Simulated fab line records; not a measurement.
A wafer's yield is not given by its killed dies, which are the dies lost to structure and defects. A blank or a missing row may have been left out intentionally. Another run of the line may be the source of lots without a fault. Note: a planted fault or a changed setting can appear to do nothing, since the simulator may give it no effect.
Chamber matching -- flow sky130 -- cmp-01 running SKY_VIA4_CMP_21: 4 sister chambers
The step polishes, stops on SiO2, t overpolish 25 s, target thk 0 nm. 4 wafers are shown with their chamber, then 12 later ones without.

== EACH WAFER AND ITS CHAMBER ==
wafer,chamber,motorCurrentA (A)
L086.4,0,9.5
L087.1,2,12.3
L087.3,1,12.1
L087.4,3,11.8

== WAFERS WITHOUT THEIR CHAMBER ==
wafer,motorCurrentA (A)
L088.1,12.1
L088.3,9.8
L088.5,11.0
L092.1,11.4
L092.3,11.6
L092.5,11.5
L094.1,10.0
L094.5,12.3
L094.6,11.8
L096.3,12.3
L096.4,9.9
L096.6,11.5

== WHICH CHAMBER EACH ONE RAN IN ==
wafer,from the rows above,in truth
L088.1,can't be placed: 1 or 2 or 3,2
L088.3,0,0
L088.5,can't be placed: 3 or 1 or 2 or 0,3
L092.1,can't be placed: 3 or 1 or 2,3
L092.3,can't be placed: 3 or 1 or 2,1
L092.5,can't be placed: 3 or 1 or 2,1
L094.1,0,0
L094.5,can't be placed: 2 or 1 or 3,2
L094.6,can't be placed: 3 or 1 or 2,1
L096.3,can't be placed: 2 or 1 or 3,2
L096.4,0,0
L096.6,can't be placed: 3 or 1 or 2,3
Correctly placed: 3 of 12. Cannot be placed on the basis of these rows: 9; the candidates contain the true chamber in 9. Wrongly placed: 0.
How it was worked out, from the rows above alone: a wafer's distance from a chamber is the root of the sum, over the readings, of the square of ((its reading less the chamber's mean) divided by the reading's scatter). The wafer belongs to the nearest chamber; if the next one is less than 2 further off, it can't be placed. A chamber's mean is the mean of its shown wafers. The scatter: with one shown wafer a chamber, the root of the mean of the squares of how far each hidden wafer lies from its nearest shown one.
